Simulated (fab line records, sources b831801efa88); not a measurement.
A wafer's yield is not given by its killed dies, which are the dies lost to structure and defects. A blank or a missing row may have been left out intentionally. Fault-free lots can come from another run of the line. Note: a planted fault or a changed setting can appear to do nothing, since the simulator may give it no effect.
Matching of chambers :: flow gf180mcu :: GF_PASSIVATION_ETCH_11 on rie-diel-02: 4 sister chambers
The step etches the open film in CF4/O2, stops on TiN, target depth 2040 nm, time 453.3 s. 4 wafers are shown with their chamber, then 12 later ones without.

== WAFERS PAIRED WITH THEIR CHAMBERS ==
wafer: L091.6
chamber: 0
drypump-motor-current-A (A): 5.8

wafer: L092.1
chamber: 3
drypump-motor-current-A (A): 5.5

wafer: L092.2
chamber: 1
drypump-motor-current-A (A): 4.7

wafer: L092.3
chamber: 2
drypump-motor-current-A (A): 5.0

== WAFERS WHOSE CHAMBER IS MISSING ==
wafer: L092.4
drypump-motor-current-A (A): 5.7

wafer: L092.5
drypump-motor-current-A (A): 5.5

wafer: L092.6
drypump-motor-current-A (A): 5.7

wafer: L094.1
drypump-motor-current-A (A): 5.8

wafer: L094.2
drypump-motor-current-A (A): 5.5

wafer: L094.3
drypump-motor-current-A (A): 4.9

wafer: L094.4
drypump-motor-current-A (A): 4.7

wafer: L094.5
drypump-motor-current-A (A): 5.7

wafer: L094.6
drypump-motor-current-A (A): 4.7

wafer: L097.1
drypump-motor-current-A (A): 5.6

wafer: L097.3
drypump-motor-current-A (A): 4.7

wafer: L097.4
drypump-motor-current-A (A): 5.7

== WHICH CHAMBER EACH ONE RAN IN ==
wafer: L092.4
from the rows above: can't be placed: 0 or 3
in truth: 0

wafer: L092.5
from the rows above: 3
in truth: 3

wafer: L092.6
from the rows above: can't be placed: 0 or 3
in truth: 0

wafer: L094.1
from the rows above: 0
in truth: 0

wafer: L094.2
from the rows above: 3
in truth: 3

wafer: L094.3
from the rows above: can't be placed: 2 or 1
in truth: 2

wafer: L094.4
from the rows above: 1
in truth: 1

wafer: L094.5
from the rows above: can't be placed: 0 or 3
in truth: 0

wafer: L094.6
from the rows above: 1
in truth: 1

wafer: L097.1
from the rows above: can't be placed: 3 or 0
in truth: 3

wafer: L097.3
from the rows above: 1
in truth: 1

wafer: L097.4
from the rows above: can't be placed: 0 or 3
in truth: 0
Correctly placed: 6 of 12. Can't be placed from these rows: 6 (the true chamber is among the candidates in 6). Placed wrongly: 0.
How it was worked out, from the rows above alone: a wafer's distance from a chamber is the root of the sum, over the readings, of the square of ((its reading less the chamber's mean) divided by the reading's scatter). The wafer belongs to the nearest chamber; if the next one is less than 2 further off, it can't be placed. Each chamber's mean is taken over the wafers shown for it. The scatter: with one shown wafer a chamber, the root of the mean of the squares of how far each hidden wafer lies from its nearest shown one.
